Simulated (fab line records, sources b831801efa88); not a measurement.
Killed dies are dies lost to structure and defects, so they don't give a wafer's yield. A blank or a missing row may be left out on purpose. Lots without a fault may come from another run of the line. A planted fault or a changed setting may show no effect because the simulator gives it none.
Which tool did it? | flow sky130 | 6 lots, 18 wafers sampled, at 2 steps of a route of 708

WHAT THE GAUGES READ, wafer by wafer
SKY_VT_ADJUST_NCORE_CD_MEAS_07: target cd 380 nm.
lot  | measured     | on        | cd_nm (nm)
L613 | day 9 20:24  | cd_sem-01 | 381.8 378.8 381.1
L616 | day 10 18:14 | cd_sem-01 | 380.8 379.5 380.8
L619 | day 11 10:58 | cd_sem-02 | 378.4 378.9 376.7
L622 | day 12 09:41 | cd_sem-02 | 381.2 380.6 380.7
L624 | day 12 23:37 | cd_sem-01 | 379.2 378.3 378.2
L626 | day 13 17:05 | cd_sem-02 | 380.2 376.8 377.4

WHICH TOOL RAN EACH LOT (tool, then ch and the chambers of the sampled wafers, then the start)
lot  | SKY_VT_ADJUST_NCORE_EXPOSE_04
L613 | iline_stepper-01 ch 0, day 9 09:32
L616 | iline_stepper-02 ch 0, day 10 06:46
L619 | iline_stepper-02 ch 0, day 10 23:40
L622 | iline_stepper-01 ch 0, day 11 21:44
L624 | iline_stepper-02 ch 0, day 12 11:31
L626 | iline_stepper-01 ch 0, day 13 04:49
- SKY_VT_ADJUST_NCORE_EXPOSE_04: exposes mask LVTN COMPLEMENT THIN, target cd 380 nm.

THE ANSWER, worked out from the rows above alone
Rule: what is usual is taken from the lots themselves. Put in order of their means at a reading, lots are off if they are a third of the lots or fewer, leave a main group of 4 or more, and stand apart from it by a gap of 3 or more times the standard deviation of the main group's means; of several such gaps the widest counts. A main group whose means are all the same, to the digits that the tables above print for the reading, isn't used. A lot without any number at a reading at which 4 lots or more have one is off too. The other lots that the step has rows for count as sound.
No lot is off at any reading shown: from this, nothing can be told.

WHAT THE SIMULATOR HAD PUT IN
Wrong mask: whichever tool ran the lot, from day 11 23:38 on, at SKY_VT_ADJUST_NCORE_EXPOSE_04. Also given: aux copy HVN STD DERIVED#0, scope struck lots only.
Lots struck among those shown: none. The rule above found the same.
